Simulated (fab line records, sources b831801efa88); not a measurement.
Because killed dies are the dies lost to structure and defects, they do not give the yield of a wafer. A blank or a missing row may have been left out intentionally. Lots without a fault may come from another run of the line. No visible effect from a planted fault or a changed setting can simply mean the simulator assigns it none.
Comparing a struck lot with a sound one	flow sky130	43 out of 708 route steps
Sound: the wafers L695.2, L695.4, L695.5. Struck: wafers L709.1, L709.5, L709.6. The cause is given at the end.
Per side, at each step with rows, come the tool, then ch with its chambers, and then its first start. Under that, the readings that differ: sound wafers	struck wafers	difference of the means	sigmas: that difference in standard deviations of wafers without a fault.
alike: same words and numbers on both sides, and readings whose means sit less than 2 such deviations apart. not compared: any withheld reading, any reading some wafer has no value for, any bound like >300 that may hide the same value, and any number with overlapping values for which the record gives no deviation.
The two part at a step that has a row with sigmas, a row that says differs or no value, or rows on one side only. Numbers that don't overlap but have no deviation are shown without sigmas and don't part them. A reading that every wafer of one side lacks parts them only if that side has two wafers or more.

first, 1 step without rows for these wafers: SKY_VT_ADJUST_LVTN_IMPLANT_08.
SKY_VT_ADJUST_LVTN_STRIP_09: strips in O2/N2.
  sound on plasma-asher-03 ch 0,1, day 8 01:34; struck on plasma-asher-02 ch 0,1, day 11 20:46
  alike: drypump-motor-current-A, oes-product-au, strip-time-to-endpoint-s
  not compared: rf-hours-counter-h
SKY_VT_ADJUST_LVTN_TW_MEAS_10:
  sound on film-metro-03 at day 8 01:40; struck on film-metro-03 at day 11 20:52
  alike: VT_ADJUST_LVTN_TW
then, 7 steps without rows for these wafers: SKY_VT_ADJUST_LVTN_DEHYDRATE_11 (time 60 s); SKY_VT_ADJUST_LVTN_HMDS_12 (prime time 60 s); SKY_VT_ADJUST_LVTN_COAT_13 (resist thk 1140 nm); SKY_VT_ADJUST_LVTN_SOFTBAKE_14 (time 60 s); SKY_VT_ADJUST_LVTN_EXPOSE_15 (exposes mask HVN STD DERIVED, target cd 600 nm); SKY_VT_ADJUST_LVTN_PEB_16; SKY_VT_ADJUST_LVTN_DEVELOP_17 (develop time 60 s).
SKY_VT_ADJUST_LVTN_OVL_MEAS_18:
  sound on overlay-01 at day 8 22:19; struck on overlay-01 at day 12 21:30
  alike: VT_ADJUST_LVTN_01_OVL
after that, 1 step had no rows for these wafers: SKY_VT_ADJUST_LVTN_IMPLANT_19.
SKY_VT_ADJUST_LVTN_STRIP_20: strips in O2/N2.
  sound on plasma-asher-01 ch 0,1, day 8 22:29; struck on plasma-asher-03 ch 0,1, day 12 21:41
reading	sound	struck	difference	sigmas
strip-time-to-endpoint-s (s)	14.21 14.22 14.21	14.14 14.17 14.09	-0.08	-2
  alike: drypump-motor-current-A, oes-product-au
  not compared: rf-hours-counter-h
SKY_VT_ADJUST_LVTN_TW_MEAS_21:
  sound on film-metro-02 at day 8 22:36; struck on film-metro-03 at day 12 21:47
  alike: VT_ADJUST_LVTN_2_TW
then, 7 steps without rows for these wafers: SKY_VT_ADJUST_NCORE_DEHYDRATE_00 (time 60 s); SKY_VT_ADJUST_NCORE_HMDS_01 (prime time 60 s); SKY_VT_ADJUST_NCORE_COAT_02 (resist thk 1140 nm); SKY_VT_ADJUST_NCORE_SOFTBAKE_03 (time 60 s); SKY_VT_ADJUST_NCORE_EXPOSE_04 (exposes mask LVTN COMPLEMENT THIN, target cd 380 nm); SKY_VT_ADJUST_NCORE_PEB_05; SKY_VT_ADJUST_NCORE_DEVELOP_06 (develop time 60 s).
SKY_VT_ADJUST_NCORE_CD_MEAS_07: target cd 380 nm.
  sound on cd-sem-01 at day 9 20:29; struck on cd-sem-01 at day 13 21:49
  alike: cd-nm
SKY_VT_ADJUST_NCORE_OVL_MEAS_08:
  sound on overlay-02 at day 9 20:36; struck on overlay-02 at day 13 21:56
  alike: VT_ADJUST_NCORE_OVL
after that, 1 step had no rows for these wafers: SKY_VT_ADJUST_NCORE_IMPLANT_09.
SKY_VT_ADJUST_NCORE_STRIP_10: strips in O2/N2.
  sound on plasma-asher-04 ch 0,1, day 9 20:47; struck on plasma-asher-02 ch 0,1, day 13 22:08
  alike: drypump-motor-current-A, oes-product-au, strip-time-to-endpoint-s
  not compared: rf-hours-counter-h
SKY_VT_ADJUST_NCORE_TW_MEAS_11:
  sound on film-metro-04 at day 9 20:53; struck on film-metro-04 at day 13 22:14
  alike: VT_ADJUST_NCORE_TW
then, 7 steps without rows for these wafers: SKY_VT_ADJUST_HVTR_DEHYDRATE_00 (time 60 s); SKY_VT_ADJUST_HVTR_HMDS_01 (prime time 60 s); SKY_VT_ADJUST_HVTR_COAT_02 (resist thk 1140 nm); SKY_VT_ADJUST_HVTR_SOFTBAKE_03 (time 60 s); SKY_VT_ADJUST_HVTR_EXPOSE_04 (exposes mask HVTRM, target cd 380 nm); SKY_VT_ADJUST_HVTR_PEB_05; SKY_VT_ADJUST_HVTR_DEVELOP_06 (develop time 57.85 s).
SKY_VT_ADJUST_HVTR_CD_MEAS_07: target cd 380 nm.
  sound on cd-sem-01 at day 10 19:50; struck on cd-sem-01 at day 14 23:38
  alike: cd-nm
SKY_VT_ADJUST_HVTR_OVL_MEAS_08:
  sound on overlay-01 at day 10 19:56; struck on overlay-02 at day 14 23:46
  alike: VT_ADJUST_HVTR_OVL
after that, 1 step had no rows for these wafers: SKY_VT_ADJUST_HVTR_IMPLANT_09.
SKY_VT_ADJUST_HVTR_STRIP_10: strips in O2/N2.
  sound on plasma-asher-04 ch 0, day 10 20:07; struck on plasma-asher-04 ch 0,1, day 14 23:56
  alike: drypump-motor-current-A, oes-product-au, strip-time-to-endpoint-s
  not compared: rf-hours-counter-h
SKY_VT_ADJUST_HVTR_TW_MEAS_11:
  sound on film-metro-01 at day 10 20:14; struck on film-metro-01 at day 15 00:02
  alike: VT_ADJUST_HVTR_TW
then, 4 steps without rows for these wafers: SKY_VT_ADJUST_PCH_DEHYDRATE_00 (time 60 s); SKY_VT_ADJUST_PCH_HMDS_01 (prime time 60 s); SKY_VT_ADJUST_PCH_COAT_02 (resist thk 3000 nm); SKY_VT_ADJUST_PCH_SOFTBAKE_03.
-- here the record skips 35 days between the struck wafers' starts before and after, leaving off in module VT_ADJUST_PCH and picking up in module PAD_OPEN (first step shown: number 708 of the route) --
SKY_PAD_OPEN_PROBE_99:
  the record has rows for the struck wafers here (prober-01, day 50 02:26) and none for the sound ones

WHERE THEY PART
First at SKY_VT_ADJUST_LVTN_STRIP_20; last, within this record, at SKY_PAD_OPEN_PROBE_99.

WHY: what the simulator had put in
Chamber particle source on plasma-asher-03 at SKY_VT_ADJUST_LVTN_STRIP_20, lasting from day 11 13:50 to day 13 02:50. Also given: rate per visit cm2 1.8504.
